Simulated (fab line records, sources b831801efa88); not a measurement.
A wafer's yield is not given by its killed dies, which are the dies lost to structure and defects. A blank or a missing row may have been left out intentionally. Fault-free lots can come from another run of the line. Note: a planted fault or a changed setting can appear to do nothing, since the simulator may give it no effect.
The tool behind it: which one?	flow sky130	route of 708 steps, sampled at 1 step: 11 lots, 33 wafers

== WHAT THE GAUGES SHOWED, per wafer ==
SKY_LI_CONTACT_CD_MEAS_12: the cd target is 170 nm.
lot	measured	on	cd-nm (nm)
L258	day 30 21:19	cd-sem-02	168.0 167.5 167.4
L259	day 31 08:11	cd-sem-01	170.5 171.8 171.4
L261	day 32 00:55	cd-sem-01	169.7 168.9 170.7
L262	day 32 11:39	cd-sem-02	170.8 170.3 169.1
L267	day 34 16:42	cd-sem-01	167.9 167.5 167.8
L268	day 34 21:19	cd-sem-01	170.4 168.7 170.4
L269	day 35 03:48	cd-sem-01	170.5 170.0 170.8
L274	day 36 11:04	cd-sem-02	170.4 171.6 171.7
L273	day 36 12:28	cd-sem-01	168.3 168.0 167.0
L277	day 37 06:14	cd-sem-02	170.4 170.5 169.3
L278	day 37 08:24	cd-sem-01	168.4 169.6 167.5

== EACH LOT AND THE TOOL THAT RAN IT (in order: tool; ch and the chambers of the sampled wafers; start) ==
Before these readings, the record contains no process step.

== THE ANSWER, worked out from the rows above alone ==
Rule: the usual values come from the lots themselves. Put in order of their means at a reading, lots are off if they are a third of the lots or fewer, leave a main group of 4 or more, and stand apart from it by a gap of 3 or more times the standard deviation of the main group's means; of several such gaps the widest counts. A main group is skipped when, at the precision printed for the reading in the tables above, its means are all equal. Also off: a lot with no number at a reading for which 4 or more lots have one. All remaining lots with rows at the step are treated as sound.
None of the lots is off at any reading shown; this tells nothing.

== WHAT THE SIMULATOR HAD PUT IN ==
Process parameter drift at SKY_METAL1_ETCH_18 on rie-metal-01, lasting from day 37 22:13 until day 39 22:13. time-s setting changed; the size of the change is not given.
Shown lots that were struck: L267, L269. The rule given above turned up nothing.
